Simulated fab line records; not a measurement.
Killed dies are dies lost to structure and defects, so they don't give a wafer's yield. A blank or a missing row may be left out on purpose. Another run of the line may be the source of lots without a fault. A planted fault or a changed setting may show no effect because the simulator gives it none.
A lot that was struck, set against a sound lot    flow gf180mcu    20 steps out of a route of 602
Sound: the wafers L165.1, L165.3, L165.5. The struck wafers were L181.3, L181.5, L181.6. The cause comes at the end.
Order at every step that has rows: each side's tool, ch and its chambers, its first start. Under that, the readings that differ: sound wafers    struck wafers    difference of the means    sigmas: that difference in standard deviations of wafers without a fault.
alike: readings with means less than 2 such deviations apart, plus words and numbers identical on both sides. not compared: withheld readings, readings lacking a value on some wafer, bounds such as >300 that could conceal the same value, and numbers that have no deviation in the record and whose values overlap.
Wherever a step has rows on one side only, a row that says differs or no value, or a row with sigmas, the two part there. Non-overlapping numbers with no deviation appear without sigmas and do not part them. Lack of a reading on every wafer of one side parts them only where that side has two or more wafers.

first, 3 steps without rows for these wafers: GF_MVPSD_EXPOSE_04 (exposes mask MVPSD, target cd 1000 nm); GF_MVPSD_PEB_05; GF_MVPSD_DEVELOP_06 (develop time 60 s).
GF_MVPSD_OVL_MEAS_07:
  sound on overlay-01 at day 5 03:51; struck on overlay-02 at day 9 07:41
reading         sound        struck          difference  sigmas
MVPSD_OVL (nm)  1.0 1.8 1.2  -0.5 -1.8 -1.7  -2.7        -2
then, 2 steps without rows for these wafers: GF_MVPSD_IMPLANT_08; GF_MVPSD_IMPLANT_09.
GF_MVPSD_STRIP_10: strips in O2/N2.
  sound on plasma-asher-03 ch 0,1, day 5 04:11; struck on plasma-asher-01 ch 0,1, day 9 08:03
  alike: drypump-motor-current-A, heater-power-w, oes-product-au, strip-time-to-endpoint-s
  not compared: rf-hours-counter-h
GF_MVPSD_TW_MEAS_11:
  sound on film-metro-03 at day 5 04:17; struck on film-metro-02 at day 9 08:08
reading   sound        struck       difference  sigmas
MVPSD_TW  557 561 560  544 549 543  -14         -3
then, 4 steps without rows for these wafers: GF_VT_IMPLANT_DEHYDRATE_00 (time 60 s); GF_VT_IMPLANT_HMDS_01 (prime time 60 s); GF_VT_IMPLANT_COAT_02 (resist thk 1000 nm); GF_VT_IMPLANT_SOFTBAKE_03 (time 60 s).
GF_VT_IMPLANT_EXPOSE_04: exposes mask LVPWELL LV AREA, target cd 600 nm.
  sound on iline-stepper-02 ch 0, day 5 11:13; struck on iline-stepper-02 ch 0, day 9 17:43
reading  sound                                                  struck                difference  sigmas
mask     LVPWELL_LV_AREA#0 LVPWELL_LV_AREA#0 LVPWELL_LV_AREA#0  MVSD#0 MVSD#0 MVSD#0  differs     
  alike: exposure-dose-mJ-cm2, reticle-temp-C, stage-vel-mm-s
then, 2 steps without rows for these wafers: GF_VT_IMPLANT_PEB_05; GF_VT_IMPLANT_DEVELOP_06 (develop time 60 s).
GF_VT_IMPLANT_OVL_MEAS_07:
  sound on overlay-02 at day 5 17:39; struck on overlay-01 at day 10 02:01
reading              sound           struck  difference                     sigmas
VT_IMPLANT_OVL (nm)  -1.1 -3.5 -1.5  - - -   no value on the struck wafers  
following that, these wafers have no rows for 1 step: GF_VT_IMPLANT_IMPLANT_08.
GF_VT_IMPLANT_STRIP_09: strips in O2/N2.
  sound on plasma-asher-01 ch 0,1, day 5 17:50; struck on plasma-asher-01 ch 0,1, day 10 02:13
  alike: drypump-motor-current-A, heater-power-w, oes-product-au, strip-time-to-endpoint-s
  not compared: rf-hours-counter-h
GF_VT_IMPLANT_TW_MEAS_10:
  sound on film-metro-04 at day 5 17:56; struck on film-metro-03 at day 10 02:18
reading        sound        struck    difference  sigmas
VT_IMPLANT_TW  572 569 575  30 30 30  -542        -99 or more
then, 1 step without rows for these wafers: GF_VT_IMPLANT_DEHYDRATE_11 (time 60 s).

WHERE THEY PART
First at GF_MVPSD_OVL_MEAS_07; last, within this record, at GF_VT_IMPLANT_TW_MEAS_10.

WHY: what the simulator had put in
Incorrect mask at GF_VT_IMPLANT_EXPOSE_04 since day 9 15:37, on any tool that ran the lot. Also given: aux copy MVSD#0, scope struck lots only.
